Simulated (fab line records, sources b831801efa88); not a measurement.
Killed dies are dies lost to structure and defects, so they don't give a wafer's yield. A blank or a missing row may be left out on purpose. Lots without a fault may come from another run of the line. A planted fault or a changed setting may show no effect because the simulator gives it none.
fab line records | flow gf180mcu
record lots=5 wafers=15 last_day=34
route steps=602 shown VT_IMPLANT@103
lots that met no fault: from a run of the same line without faults
start_h: hours from the record's first day to the start of the lot's first wafer shown | wait_h: hours since the lot's step before | " the same as in the row above | L1.1+2: a row that stands for several wafers | - no value, or no start given | * or withheld: withheld | < > ~ a bound
route shown NAME@n: a module of which the file shows steps, and the number in the route of the first | usual: mean/standard deviation of fault-free wafers | same: alike in all rows | chamber/n: place in a boat | sites: the reading at each site | _std_site: their standard deviation | _edge_site: outer sites' mean less inner sites' | radius_mm: how far each site lies from the wafer's centre | mask NAME#n: copy n | behind: the tool/chamber that last shaped the wafer | hold: why the lot was held/for how many hours/how that ended | device: the transistor (n, p or np) that didn't switch | end of line: the same wafers' tests at the end of the route | a step without rows: its recipe alone | killed: dies lost to structure and defects at the first sort, not the wafer's yield | map: a wafer's dies, x killed, . not, _ none there
set.NAME: the setting as run; set.NAME@STEP: as run at that earlier step | model.NAME: the simulator's own value behind a step, which no gauge read
lots at some steps of the route; a table a step, a row a wafer
services: from which hour (start_h, from the record's first day; less than 0 if before it) a tool's chamber was out of use, for how many hours, and why
## steps
# step GF_VT_IMPLANT_COAT_13
# recipe resist=NOVOLAK spin_rpm=3000 resist_thk_nm=1000
# usual resist_line_temp_C=22.97/0.1
# columns lot.wafer tool chamber start_h wait_h resist_line_temp_C
L077.2 litho_track-04 0 148.23 0.1 22.79
L077.3 " 0 " " 22.98
L077.5 " 0 " " 22.93
L080.3 litho_track-03 0 161.94 0.1 23.00
L080.4 " 0 " " 22.93
L080.6 " 0 " " 23.12
L082.2 litho_track-04 0 172.38 0.1 22.94
L082.4 " 0 " " 23.03
L082.5 " 0 " " 23.07
L089.1 litho_track-03 0 210.69 0.1 22.90
L089.2 " 0 " " 22.95
L089.4 " 0 " " 23.24
L097.1 litho_track-04 0 257.15 0.1 22.94
L097.2 " 0 " " 22.86
L097.3 " 0 " " 23.08
# step GF_VT_IMPLANT_SOFTBAKE_14
# recipe temp_c=89.34 time_s=60 resist=NOVOLAK
# usual resist_line_temp_C=23.03/0.1
# same time_s=60
# columns lot.wafer tool chamber start_h wait_h resist_line_temp_C
L077.2 litho_track-04 0 148.38 0.1 23.28
L077.3 " 0 " " 23.24
L077.5 " 0 " " 23.05
L080.3 litho_track-03 0 162.09 0.1 23.00
L080.4 " 0 " " 22.99
L080.6 " 0 " " 23.06
L082.2 litho_track-04 0 172.53 0.1 23.02
L082.4 " 0 " " 23.12
L082.5 " 0 " " 23.16
L089.1 litho_track-03 0 210.84 0.1 23.10
L089.2 " 0 " " 22.95
L089.4 " 0 " " 23.07
L097.1 litho_track-04 0 257.30 0.1 23.11
L097.2 " 0 " " 23.08
L097.3 " 0 " " 23.13
# step GF_VT_IMPLANT_EXPOSE_15
# recipe mask_id=Nwell_LV_AREA target_cd_nm=860 na=0.6 source_shape=conventional sigma_outer=0.6 dose_mj=140
# usual stage_vel_mm_s=500.01/0.23
# columns lot.wafer tool chamber start_h wait_h mask stage_vel_mm_s
L077.2 iline_stepper-02 0 - - Nwell_LV_AREA#0 500.08
L077.3 " 0 " " Nwell_LV_AREA#0 500.03
L077.5 " 0 " " Nwell_LV_AREA#0 499.98
L080.3 iline_stepper-02 0 - - Nwell_LV_AREA#0 499.95
L080.4 " 0 " " Nwell_LV_AREA#0 499.95
L080.6 " 0 " " Nwell_LV_AREA#0 500.04
L082.2 iline_stepper-02 0 - - Nwell_LV_AREA#0 499.60
L082.4 " 0 " " Nwell_LV_AREA#0 500.01
L082.5 " 0 " " Nwell_LV_AREA#0 499.99
L089.1 iline_stepper-01 0 - - Nwell_LV_AREA#0 500.21
L089.2 " 0 " " Nwell_LV_AREA#0 499.92
L089.4 " 0 " " Nwell_LV_AREA#0 500.11
L097.1 iline_stepper-02 0 - - Nwell_LV_AREA#0 499.79
L097.2 " 0 " " Nwell_LV_AREA#0 500.06
L097.3 " 0 " " Nwell_LV_AREA#0 500.38
# step GF_VT_IMPLANT_PEB_16
# recipe temp_c=withheld time_s=* resist=NOVOLAK
# usual resist_line_temp_C=*
# same time_s=*
# columns lot.wafer tool chamber start_h wait_h resist_line_temp_C
L077.2 litho_track-01 0 - - *
L077.3 " 0 " " *
L077.5 " 0 " " *
L080.3 litho_track-03 0 - - *
L080.4 " 0 " " *
L080.6 " 0 " " *
L082.2 litho_track-01 0 - - *
L082.4 " 0 " " *
L082.5 " 0 " " *
L089.1 litho_track-01 0 - - *
L089.2 " 0 " " *
L089.4 " 0 " " *
L097.1 litho_track-04 0 - - *
L097.2 " 0 " " *
L097.3 " 0 " " *
# step GF_VT_IMPLANT_DEVELOP_17
# recipe develop_time_s=60 dev_temp_c=23
# usual developer_temp_C=23.04/0.095 resist_line_temp_C=22.98/0.1
# columns lot.wafer tool chamber start_h wait_h developer_temp_C resist_line_temp_C
L077.2 litho_track-01 0 156.76 0.1 22.89 23.05
L077.3 " 0 " " 22.95 22.99
L077.5 " 0 " " 22.96 23.07
L080.3 litho_track-03 0 169.64 0.1 23.04 23.05
L080.4 " 0 " " 23.02 22.83
L080.6 " 0 " " 23.03 23.06
L082.2 litho_track-01 0 180.56 0.1 23.07 23.03
L082.4 " 0 " " 23.00 22.95
L082.5 " 0 " " 22.98 22.93
L089.1 litho_track-01 0 219.09 0.1 23.20 22.90
L089.2 " 0 " " 23.19 22.75
L089.4 " 0 " " 23.05 22.90
L097.1 litho_track-04 0 266.30 0.1 22.83 23.07
L097.2 " 0 " " 22.92 23.03
L097.3 " 0 " " 23.05 23.05
# step GF_VT_IMPLANT_OVL_MEAS_18
# usual VT_IMPLANT_01_OVL=-0.8/1.2
# columns lot.wafer tool chamber start_h wait_h VT_IMPLANT_01_OVL[nm]
L077.2 overlay-02 - 156.89 0.1 2.3
L077.3 " - " " -0.4
L077.5 " - " " -0.5
L080.3 overlay-02 - 169.76 0.1 -0.2
L080.4 " - " " -1.2
L080.6 " - " " -0.7
L082.2 overlay-01 - 180.69 0.1 -1.2
L082.4 " - " " -0.7
L082.5 " - " " -0.1
L089.1 overlay-02 - 219.24 0.1 0.0
L089.2 " - " " -2.0
L089.4 " - " " -1.6
L097.1 overlay-02 - 266.45 0.1 -1.4
L097.2 " - " " -0.1
L097.3 " - " " -0.5
# step GF_VT_IMPLANT_IMPLANT_19
# recipe species=As energy_kev=100 dose_cm2=4.35e+12 tilt_deg=7
# usual beam_on_s=9.98/0.21 faraday_current_uA=24.6/0.51
# columns lot.wafer tool chamber start_h wait_h beam_on_s faraday_current_uA
L077.2 implanter-01 0 156.95 0.0 9.96 24.7
L077.3 " 0 " " 10.12 24.1
L077.5 " 0 " " 10.15 24.2
L080.3 implanter-03 0 169.83 0.1 10.01 24.6
L080.4 " 0 " " 9.83 25.1
L080.6 " 0 " " 10.28 23.8
L082.2 implanter-03 0 180.75 0.0 10.05 24.5
L082.4 " 0 " " 9.93 24.9
L082.5 " 0 " " 9.81 24.9
L089.1 implanter-01 0 219.27 0.0 9.65 25.4
L089.2 " 0 " " 10.12 24.2
L089.4 " 0 " " 9.98 24.7
L097.1 implanter-01 0 266.48 0.0 9.62 25.6
L097.2 " 0 " " 9.76 25.1
L097.3 " 0 " " 9.92 24.7
# step GF_VT_IMPLANT_STRIP_20
# recipe chemistry=O2/N2 power_w=1400 pressure_mtorr=1500 platen_temp_c=250 o2_flow_sccm=3000 n2_flow_sccm=300 overash_fraction=0.5
# usual drypump_motor_current_A=5.7/0.38 heater_power_w=309/15 o2_flow_sccm=2999/8.8 oes_product_au=0.716/0.0045 platen_temp_c=250.00/0.2 strip_time_to_endpoint_s=12.658/0.026
# columns lot.wafer tool chamber start_h wait_h drypump_motor_current_A heater_power_w o2_flow_sccm oes_product_au platen_temp_c rf_hours_counter_h strip_time_to_endpoint_s
L077.2 plasma_asher-02 1 157.07 0.1 5.3 336 2997 0.716 249.90 50 12.657
L077.3 " 1 " " 5.3 341 3007 0.711 250.04 - 12.652
L077.5 " 0 " " 5.5 301 2992 0.721 250.23 - 12.643
L080.3 plasma_asher-01 1 169.96 0.1 5.7 301 3002 0.714 250.00 - 12.663
L080.4 " 0 " " 5.4 314 2996 0.710 249.97 - 12.632
L080.6 " 0 " " 5.4 307 2992 0.708 250.15 - 12.633
L082.2 plasma_asher-01 0 180.87 0.1 5.4 313 2988 0.718 249.98 7 12.648
L082.4 " 1 " " 5.7 300 2999 0.709 249.71 - 12.676
L082.5 " 0 " " 5.4 313 3006 0.713 250.00 - 12.635
L089.1 plasma_asher-02 1 219.42 0.1 5.3 341 2985 0.722 250.13 57 12.664
L089.2 " 0 " " 5.6 308 2988 0.715 249.72 57 12.619
L089.4 " 1 " " 5.3 335 3009 0.718 250.07 - 12.665
L097.1 plasma_asher-03 0 266.63 0.1 6.5 304 2991 0.721 249.97 60 12.673
L097.2 " 1 " " 6.2 291 2999 0.714 250.03 60 12.651
L097.3 " 0 " " 6.5 308 2984 0.715 250.18 - 12.668
# step GF_VT_IMPLANT_TW_MEAS_21
# usual VT_IMPLANT_2_TW=1221/8
# columns lot.wafer tool chamber start_h wait_h VT_IMPLANT_2_TW
L077.2 film_metro-01 - 157.18 0.1 1227
L077.3 " - " " 1228
L077.5 " - " " 1225
L080.3 film_metro-02 - 170.05 0.1 1217
L080.4 " - " " 1229
L080.6 " - " " 1220
L082.2 film_metro-04 - 180.98 0.1 1218
L082.4 " - " " 1209
L082.5 " - " " 1219
L089.1 film_metro-02 - 219.52 0.1 1235
L089.2 " - " " 1222
L089.4 " - " " 1223
L097.1 film_metro-04 - 266.73 0.1 1205
L097.2 " - " " 1209
L097.3 " - " " 1208
# step GF_VT_IMPLANT_DEHYDRATE_22
# recipe temp_c=200 time_s=60
# usual resist_line_temp_C=22.98/0.11
# same time_s=60
# columns lot.wafer tool chamber start_h wait_h resist_line_temp_C
L077.2 litho_track-03 0 164.42 7.2 22.91
L077.3 " 0 " " 23.10
L077.5 " 0 " " 23.11
L080.3 litho_track-01 0 177.29 7.2 22.86
L080.4 " 0 " " 22.92
L080.6 " 0 " " 22.92
L082.2 litho_track-04 0 187.83 6.8 22.98
L082.4 " 0 " " 23.08
L082.5 " 0 " " 22.83
L089.1 litho_track-03 0 227.59 8.1 23.13
L089.2 " 0 " " 23.04
L089.4 " 0 " " 23.16
L097.1 litho_track-03 0 275.69 8.9 22.97
L097.2 " 0 " " 22.82
L097.3 " 0 " " 22.94
# step GF_VT_IMPLANT_HMDS_23
# recipe prime_time_s=60 prime_temp_c=120
# usual resist_line_temp_C=22.99/0.11
# columns lot.wafer tool chamber start_h wait_h resist_line_temp_C
L077.2 litho_track-03 0 164.57 0.1 23.12
L077.3 " 0 " " 22.93
L077.5 " 0 " " 22.97
L080.3 litho_track-01 0 177.44 0.1 22.99
L080.4 " 0 " " 22.99
L080.6 " 0 " " 23.02
L082.2 litho_track-04 0 187.98 0.1 22.98
L082.4 " 0 " " 22.90
L082.5 " 0 " " 22.93
L089.1 litho_track-03 0 227.74 0.1 22.96
L089.2 " 0 " " 23.01
L089.4 " 0 " " 22.93
L097.1 litho_track-03 0 275.84 0.1 23.01
L097.2 " 0 " " 23.08
L097.3 " 0 " " 22.97
# step GF_VT_IMPLANT_COAT_24
# recipe resist=NOVOLAK spin_rpm=3000 resist_thk_nm=1000
# usual resist_line_temp_C=22.99/0.1
# columns lot.wafer tool chamber start_h wait_h resist_line_temp_C
L077.2 litho_track-03 0 164.72 0.1 23.18
L077.3 " 0 " " 22.98
L077.5 " 0 " " 23.03
L080.3 litho_track-01 0 177.59 0.1 22.91
L080.4 " 0 " " 22.86
L080.6 " 0 " " 22.80
L082.2 litho_track-04 0 188.13 0.1 22.83
L082.4 " 0 " " 22.84
L082.5 " 0 " " 22.77
L089.1 litho_track-03 0 227.89 0.1 22.96
L089.2 " 0 " " 22.98
L089.4 " 0 " " 23.11
L097.1 litho_track-03 0 275.99 0.1 22.99
L097.2 " 0 " " 22.91
L097.3 " 0 " " 23.10
# step GF_VT_IMPLANT_SOFTBAKE_25
# recipe temp_c=90 time_s=60 resist=NOVOLAK
# usual resist_line_temp_C=22.98/0.099
# same time_s=60
# columns lot.wafer tool chamber start_h wait_h resist_line_temp_C
L077.2 litho_track-03 0 164.87 0.1 22.89
L077.3 " 0 " " 22.86
L077.5 " 0 " " 22.90
L080.3 litho_track-01 0 177.74 0.1 22.94
L080.4 " 0 " " 23.02
L080.6 " 0 " " 23.04
L082.2 litho_track-04 0 188.28 0.1 23.23
L082.4 " 0 " " 23.16
L082.5 " 0 " " 23.05
L089.1 litho_track-03 0 228.04 0.1 22.96
L089.2 " 0 " " 23.14
L089.4 " 0 " " 23.02
L097.1 litho_track-03 0 276.14 0.1 23.01
L097.2 " 0 " " 22.93
L097.3 " 0 " " 22.96
# step GF_VT_IMPLANT_EXPOSE_26
# recipe mask_id=LVPWELL_HV_AREA target_cd_nm=860 na=0.6 source_shape=conventional sigma_outer=0.6 dose_mj=140
# usual stage_vel_mm_s=499.97/0.26
# columns lot.wafer tool chamber start_h wait_h mask stage_vel_mm_s
L077.2 iline_stepper-01 0 - - LVPWELL_HV_AREA#0 500.04
L077.3 " 0 " " LVPWELL_HV_AREA#0 499.98
L077.5 " 0 " " LVPWELL_HV_AREA#0 499.92
L080.3 iline_stepper-02 0 - - LVPWELL_HV_AREA#0 500.35
L080.4 " 0 " " LVPWELL_HV_AREA#0 500.08
L080.6 " 0 " " LVPWELL_HV_AREA#0 500.13
L082.2 iline_stepper-02 0 - - LVPWELL_HV_AREA#0 499.18
L082.4 " 0 " " LVPWELL_HV_AREA#0 499.55
L082.5 " 0 " " LVPWELL_HV_AREA#0 499.68
L089.1 iline_stepper-02 0 - - LVPWELL_HV_AREA#0 500.37
L089.2 " 0 " " LVPWELL_HV_AREA#0 499.94
L089.4 " 0 " " LVPWELL_HV_AREA#0 500.18
L097.1 iline_stepper-02 0 - - LVPWELL_HV_AREA#0 499.99
L097.2 " 0 " " LVPWELL_HV_AREA#0 499.52
L097.3 " 0 " " LVPWELL_HV_AREA#0 499.95
# step GF_VT_IMPLANT_PEB_27
# recipe temp_c=withheld time_s=* resist=NOVOLAK
# usual resist_line_temp_C=*
# same time_s=*
# columns lot.wafer tool chamber start_h wait_h resist_line_temp_C
L077.2 litho_track-01 0 - - *
L077.3 " 0 " " *
L077.5 " 0 " " *
L080.3 litho_track-04 0 - - *
L080.4 " 0 " " *
L080.6 " 0 " " *
L082.2 litho_track-03 0 - - *
L082.4 " 0 " " *
L082.5 " 0 " " *
L089.1 litho_track-04 0 - - *
L089.2 " 0 " " *
L089.4 " 0 " " *
L097.1 litho_track-04 0 - - *
L097.2 " 0 " " *
L097.3 " 0 " " *
# step GF_VT_IMPLANT_DEVELOP_28
# recipe develop_time_s=60 dev_temp_c=23
# usual developer_temp_C=22.99/0.092 resist_line_temp_C=23.03/0.11
# columns lot.wafer tool chamber start_h wait_h developer_temp_C resist_line_temp_C
L077.2 litho_track-01 0 172.26 0.1 22.99 23.07
L077.3 " 0 " " 23.11 23.07
L077.5 " 0 " " 23.06 22.93
L080.3 litho_track-04 0 185.50 0.1 22.83 22.98
L080.4 " 0 " " 23.11 23.04
L080.6 " 0 " " 22.82 22.93
L082.2 litho_track-03 0 196.27 0.1 22.83 23.31
L082.4 " 0 " " 22.98 22.98
L082.5 " 0 " " 22.90 23.06
L089.1 litho_track-04 0 236.85 0.1 23.05 23.28
L089.2 " 0 " " 22.92 23.07
L089.4 " 0 " " 23.02 23.08
L097.1 litho_track-04 0 285.65 0.1 23.22 22.96
L097.2 " 0 " " 22.94 22.92
L097.3 " 0 " " 22.96 22.95
# step GF_VT_IMPLANT_OVL_MEAS_29
# usual VT_IMPLANT_02_OVL=-0.1/1.3
# columns lot.wafer tool chamber start_h wait_h VT_IMPLANT_02_OVL[nm]
L077.2 overlay-01 - 172.39 0.1 -2.0
L077.3 " - " " -0.3
L077.5 " - " " -2.2
L080.3 overlay-02 - 185.61 0.1 -0.3
L080.4 " - " " 0.1
L080.6 " - " " -1.8
L082.2 overlay-01 - 196.40 0.1 -1.0
L082.4 " - " " 0.5
L082.5 " - " " 0.3
L089.1 overlay-01 - 237.00 0.1 -1.0
L089.2 " - " " -2.3
L089.4 " - " " -0.9
L097.1 overlay-01 - 285.80 0.1 0.2
L097.2 " - " " 0.3
L097.3 " - " " -0.9
# step GF_VT_IMPLANT_IMPLANT_30
# recipe species=B energy_kev=25 dose_cm2=2.534e+12 tilt_deg=7
# usual beam_on_s=9.98/0.21 faraday_current_uA=14.3/0.3
# columns lot.wafer tool chamber start_h wait_h beam_on_s faraday_current_uA
L077.2 implanter-04 0 172.45 0.0 10.01 14.4
L077.3 " 0 " " 10.27 14.0
L077.5 " 0 " " 9.61 14.8
L080.3 implanter-01 0 185.69 0.1 10.00 14.3
L080.4 " 0 " " 10.28 14.0
L080.6 " 0 " " 10.21 14.0
L082.2 implanter-03 0 196.45 0.0 9.94 14.4
L082.4 " 0 " " 9.74 14.6
L082.5 " 0 " " 10.16 14.1
L089.1 implanter-01 0 237.33 0.3 9.88 14.5
L089.2 " 0 " " 9.96 14.3
L089.4 " 0 " " 9.92 14.4
L097.1 implanter-03 0 285.83 0.0 10.07 14.3
L097.2 " 0 " " 9.39 15.1
L097.3 " 0 " " 10.28 13.9
# step GF_VT_IMPLANT_STRIP_31
# recipe chemistry=O2/N2 power_w=1400 pressure_mtorr=1500 platen_temp_c=250 o2_flow_sccm=3000 n2_flow_sccm=300 overash_fraction=0.5
# usual drypump_motor_current_A=5.9/0.44 heater_power_w=304/12 o2_flow_sccm=2998/9 oes_product_au=0.715/0.0045 platen_temp_c=250.04/0.18 strip_time_to_endpoint_s=12.64/0.039
# columns lot.wafer tool chamber start_h wait_h drypump_motor_current_A heater_power_w o2_flow_sccm oes_product_au platen_temp_c rf_hours_counter_h strip_time_to_endpoint_s
L077.2 plasma_asher-03 1 172.57 0.1 6.2 298 2994 0.714 249.90 52 12.66
L077.3 " 0 " " 6.5 302 3007 0.703 250.02 - 12.63
L077.5 " 0 " " 6.5 301 3006 0.719 249.95 - 12.66
L080.3 plasma_asher-01 1 185.82 0.1 5.7 296 2999 0.722 249.77 - 12.75
L080.4 " 0 " " 5.4 314 2987 0.712 250.16 - 12.74
L080.6 " 0 " " 5.4 325 3001 0.719 250.02 - 12.74
L082.2 plasma_asher-01 0 196.58 0.1 5.4 319 2995 0.711 249.96 8 12.60
L082.4 " 0 " " 5.4 307 2994 0.711 250.04 - 12.54
L082.5 " 0 " " 5.4 311 2984 0.717 249.78 - 12.61
L089.1 plasma_asher-01 0 237.48 0.1 5.4 317 2992 0.711 250.25 13 12.65
L089.2 " 1 " " 5.8 305 3012 0.714 250.32 13 12.59
L089.4 " 0 " " 5.4 312 2984 0.710 249.89 - 12.64
L097.1 plasma_asher-02 1 285.98 0.1 5.3 336 2994 0.713 250.31 64 12.61
L097.2 " 0 " " 5.6 291 3011 0.714 249.82 64 12.59
L097.3 " 0 " " 5.5 294 3011 0.718 250.04 - 12.64
# step GF_VT_IMPLANT_TW_MEAS_32
# usual VT_IMPLANT_3_TW=270.0/2.2
# columns lot.wafer tool chamber start_h wait_h VT_IMPLANT_3_TW
L077.2 film_metro-02 - 172.68 0.1 271.9
L077.3 " - " " 271.1
L077.5 " - " " 269.8
L080.3 film_metro-01 - 185.91 0.1 271.5
L080.4 " - " " 272.6
L080.6 " - " " 270.9
L082.2 film_metro-01 - 196.69 0.1 269.6
L082.4 " - " " 269.2
L082.5 " - " " 268.6
L089.1 film_metro-01 - 237.58 0.1 272.5
L089.2 " - " " 272.7
L089.4 " - " " 271.7
L097.1 film_metro-02 - 286.08 0.1 269.2
L097.2 " - " " 271.3
L097.3 " - " " 269.7
# step GF_VT_IMPLANT_DEHYDRATE_33
# recipe temp_c=200 time_s=57.75
# usual resist_line_temp_C=23.00/0.11
# same time_s=57.75
# columns lot.wafer tool chamber start_h wait_h resist_line_temp_C
L077.2 litho_track-04 0 180.08 7.4 22.94
L077.3 " 0 " " 22.82
L077.5 " 0 " " 23.03
L080.3 litho_track-01 0 193.59 7.7 23.09
L080.4 " 0 " " 22.88
L080.6 " 0 " " 23.03
L082.2 litho_track-01 0 204.41 7.7 23.11
L082.4 " 0 " " 23.11
L082.5 " 0 " " 23.10
L089.1 litho_track-03 0 246.14 8.6 23.00
L089.2 " 0 " " 23.02
L089.4 " 0 " " 23.05
L097.1 litho_track-04 0 294.95 8.9 23.22
L097.2 " 0 " " 23.07
L097.3 " 0 " " 22.99
# step GF_VT_IMPLANT_HMDS_34
# recipe prime_time_s=60 prime_temp_c=120
# usual resist_line_temp_C=22.97/0.11
# columns lot.wafer tool chamber start_h wait_h resist_line_temp_C
L077.2 litho_track-04 0 180.23 0.1 23.06
L077.3 " 0 " " 22.88
L077.5 " 0 " " 23.13
L080.3 litho_track-01 0 193.74 0.1 22.91
L080.4 " 0 " " 22.81
L080.6 " 0 " " 22.90
L082.2 litho_track-01 0 204.56 0.1 22.95
L082.4 " 0 " " 23.04
L082.5 " 0 " " 23.02
L089.1 litho_track-03 0 246.29 0.1 23.08
L089.2 " 0 " " 23.04
L089.4 " 0 " " 22.97
L097.1 litho_track-04 0 295.10 0.1 22.91
L097.2 " 0 " " 22.87
L097.3 " 0 " " 23.05
# step GF_VT_IMPLANT_COAT_35
# recipe resist=NOVOLAK spin_rpm=3000 resist_thk_nm=1000
# usual resist_line_temp_C=22.99/0.099
# columns lot.wafer tool chamber start_h wait_h resist_line_temp_C
L077.2 litho_track-04 0 180.38 0.1 22.89
L077.3 " 0 " " 22.81
L077.5 " 0 " " 22.83
L080.3 litho_track-01 0 193.89 0.1 23.04
L080.4 " 0 " " 22.91
L080.6 " 0 " " 23.15
L082.2 litho_track-01 0 204.71 0.1 22.94
L082.4 " 0 " " 22.95
L082.5 " 0 " " 22.85
L089.1 litho_track-03 0 246.44 0.1 23.04
L089.2 " 0 " " 23.14
L089.4 " 0 " " 23.05
L097.1 litho_track-04 0 295.25 0.1 22.94
L097.2 " 0 " " 22.94
L097.3 " 0 " " 23.14
# step GF_VT_IMPLANT_SOFTBAKE_36
# recipe temp_c=90 time_s=60 resist=NOVOLAK
# usual resist_line_temp_C=23.01/0.098
# same time_s=60
# columns lot.wafer tool chamber start_h wait_h resist_line_temp_C
L077.2 litho_track-04 0 180.53 0.1 22.95
L077.3 " 0 " " 23.03
L077.5 " 0 " " 22.85
L080.3 litho_track-01 0 194.04 0.1 23.05
L080.4 " 0 " " 23.07
L080.6 " 0 " " 23.00
L082.2 litho_track-01 0 204.86 0.1 22.93
L082.4 " 0 " " 23.12
L082.5 " 0 " " 23.11
L089.1 litho_track-03 0 246.59 0.1 22.97
L089.2 " 0 " " 22.99
L089.4 " 0 " " 23.01
L097.1 litho_track-04 0 295.40 0.1 23.07
L097.2 " 0 " " 23.05
L097.3 " 0 " " 23.00
# step GF_VT_IMPLANT_EXPOSE_37
# recipe mask_id=Nwell_HV_AREA target_cd_nm=860 na=0.6 source_shape=conventional sigma_outer=0.6 dose_mj=140
# usual stage_vel_mm_s=499.98/0.25
# columns lot.wafer tool chamber start_h wait_h mask stage_vel_mm_s
L077.2 iline_stepper-02 0 - - Nwell_HV_AREA#0 499.69
L077.3 " 0 " " Nwell_HV_AREA#0 500.25
L077.5 " 0 " " Nwell_HV_AREA#0 500.01
L080.3 iline_stepper-02 0 - - Nwell_HV_AREA#0 500.30
L080.4 " 0 " " Nwell_HV_AREA#0 500.40
L080.6 " 0 " " Nwell_HV_AREA#0 500.20
L082.2 iline_stepper-01 0 - - Nwell_HV_AREA#0 499.97
L082.4 " 0 " " Nwell_HV_AREA#0 500.17
L082.5 " 0 " " Nwell_HV_AREA#0 500.17
L089.1 iline_stepper-01 0 - - Nwell_HV_AREA#0 499.68
L089.2 " 0 " " Nwell_HV_AREA#0 499.52
L089.4 " 0 " " Nwell_HV_AREA#0 499.84
L097.1 iline_stepper-01 0 - - Nwell_HV_AREA#0 500.31
L097.2 " 0 " " Nwell_HV_AREA#0 499.86
L097.3 " 0 " " Nwell_HV_AREA#0 500.04
# step GF_VT_IMPLANT_PEB_38
# recipe temp_c=withheld time_s=* resist=NOVOLAK
# usual resist_line_temp_C=*
# same time_s=*
# columns lot.wafer tool chamber start_h wait_h resist_line_temp_C
L077.2 litho_track-03 0 - - *
L077.3 " 0 " " *
L077.5 " 0 " " *
L080.3 litho_track-01 0 - - *
L080.4 " 0 " " *
L080.6 " 0 " " *
L082.2 litho_track-01 0 - - *
L082.4 " 0 " " *
L082.5 " 0 " " *
L089.1 litho_track-04 0 - - *
L089.2 " 0 " " *
L089.4 " 0 " " *
L097.1 litho_track-01 0 - - *
L097.2 " 0 " " *
L097.3 " 0 " " *
# step GF_VT_IMPLANT_DEVELOP_39
# recipe develop_time_s=60 dev_temp_c=23
# usual developer_temp_C=23.01/0.099 resist_line_temp_C=22.99/0.11
# columns lot.wafer tool chamber start_h wait_h developer_temp_C resist_line_temp_C
L077.2 litho_track-03 0 188.47 0.1 23.18 23.00
L077.3 " 0 " " 23.24 22.94
L077.5 " 0 " " 22.98 22.99
L080.3 litho_track-01 0 201.94 0.1 22.90 22.96
L080.4 " 0 " " 22.97 22.97
L080.6 " 0 " " 23.02 22.93
L082.2 litho_track-01 0 213.71 0.1 23.07 23.05
L082.4 " 0 " " 22.93 23.04
L082.5 " 0 " " 23.00 23.01
L089.1 litho_track-04 0 256.05 0.1 23.00 23.08
L089.2 " 0 " " 22.95 23.06
L089.4 " 0 " " 23.02 22.98
L097.1 litho_track-01 0 304.74 0.1 23.11 22.97
L097.2 " 0 " " 23.23 22.97
L097.3 " 0 " " 23.04 22.89
# step GF_VT_IMPLANT_OVL_MEAS_40
# usual VT_IMPLANT_03_OVL=-0.2/1.2
# columns lot.wafer tool chamber start_h wait_h VT_IMPLANT_03_OVL[nm]
L077.2 overlay-02 - 188.60 0.1 0.1
L077.3 " - " " -1.1
L077.5 " - " " -1.2
L080.3 overlay-02 - 202.05 0.1 1.6
L080.4 " - " " 0.3
L080.6 " - " " 0.0
L082.2 overlay-01 - 213.84 0.1 -2.1
L082.4 " - " " -0.7
L082.5 " - " " -1.4
L089.1 overlay-01 - 256.20 0.1 -1.8
L089.2 " - " " 0.2
L089.4 " - " " -0.1
L097.1 overlay-01 - 304.89 0.1 -1.0
L097.2 " - " " -0.9
L097.3 " - " " -0.7
# step GF_VT_IMPLANT_IMPLANT_41
# recipe species=As energy_kev=70 dose_cm2=1.013e+12 tilt_deg=7
# usual beam_on_s=10.01/0.19 faraday_current_uA=5.71/0.11
# columns lot.wafer tool chamber start_h wait_h beam_on_s faraday_current_uA
L077.2 implanter-01 0 188.65 0.0 10.32 5.53
L077.3 " 0 " " 10.14 5.62
L077.5 " 0 " " 9.65 5.92
L080.3 implanter-03 0 202.12 0.1 9.88 5.78
L080.4 " 0 " " 10.00 5.72
L080.6 " 0 " " 9.79 5.82
L082.2 implanter-01 0 213.90 0.0 9.94 5.74
L082.4 " 0 " " 9.61 5.93
L082.5 " 0 " " 10.19 5.60
L089.1 implanter-04 0 256.23 0.0 9.80 5.81
L089.2 " 0 " " 10.29 5.55
L089.4 " 0 " " 9.89 5.77
L097.1 implanter-01 0 304.92 0.0 10.35 5.53
L097.2 " 0 " " 10.20 5.57
L097.3 " 0 " " 9.83 5.86
# step GF_VT_IMPLANT_STRIP_42
# recipe chemistry=O2/N2 power_w=1400 pressure_mtorr=1500 platen_temp_c=250 o2_flow_sccm=3000 n2_flow_sccm=300 overash_fraction=0.5
# usual drypump_motor_current_A=5.8/0.46 heater_power_w=308/15 o2_flow_sccm=3000/7.7 oes_product_au=0.716/0.0046 platen_temp_c=250.01/0.17 strip_time_to_endpoint_s=12.636/0.027
# columns lot.wafer tool chamber start_h wait_h drypump_motor_current_A heater_power_w o2_flow_sccm oes_product_au platen_temp_c rf_hours_counter_h strip_time_to_endpoint_s
L077.2 plasma_asher-03 0 188.78 0.1 6.5 306 3023 0.709 250.02 54 12.624
L077.3 " 1 " " 6.2 296 3011 0.726 250.18 - 12.597
L077.5 " 1 " " 6.2 293 3009 0.717 250.14 - 12.613
L080.3 plasma_asher-02 1 202.26 0.1 5.3 333 3008 0.713 250.13 - 12.598
L080.4 " 0 " " 5.6 302 3000 0.717 250.11 - 12.596
L080.6 " 0 " " 5.6 300 2998 0.714 250.03 - 12.637
L082.2 plasma_asher-01 1 214.02 0.1 5.7 305 2993 0.708 249.87 10 12.639
L082.4 " 0 " " 5.4 312 3005 0.710 250.17 - 12.667
L082.5 " 1 " " 5.7 298 2999 0.716 250.28 - 12.648
L089.1 plasma_asher-01 0 256.38 0.1 5.4 320 3001 0.722 249.56 15 12.581
L089.2 " 1 " " 5.7 298 2997 0.713 250.03 15 12.600
L089.4 " 0 " " 5.4 316 3001 0.715 250.14 - 12.598
L097.1 plasma_asher-03 0 305.07 0.1 6.5 302 3003 0.719 250.27 64 12.604
L097.2 " 1 " " 6.2 291 2975 0.720 249.77 64 12.631
L097.3 " 0 " " 6.5 299 2991 0.720 249.89 - 12.641
## services
# columns tool chamber start_h hours kind
iline_stepper-01 - 132.62 4.4 pm
iline_stepper-01 0 135.07 - calibration
plasma_asher-03 - 147.72 3.7 repair
iline_stepper-02 - 156.53 4.4 pm
iline_stepper-02 - 163.60 5.5 repair
implanter-03 - 165.72 2.3 repair
iline_stepper-01 - 182.57 13.8 repair
implanter-04 - 211.80 0.6 repair
iline_stepper-02 0 223.09 - calibration
implanter-03 - 223.37 3.8 pm
implanter-01 - 225.21 5.6 pm
plasma_asher-03 - 227.44 14.6 pm
implanter-03 - 233.33 23.2 repair
implanter-04 - 234.28 6.0 repair
implanter-03 - 236.70 5.6 repair
implanter-04 - 264.55 2.7 repair
iline_stepper-02 - 271.71 1.1 repair
implanter-03 - 275.62 2.9 repair
implanter-01 - 287.14 13.6 pm
iline_stepper-02 - 297.38 1.7 pm
implanter-03 - 302.29 4.4 pm
## key
fault none
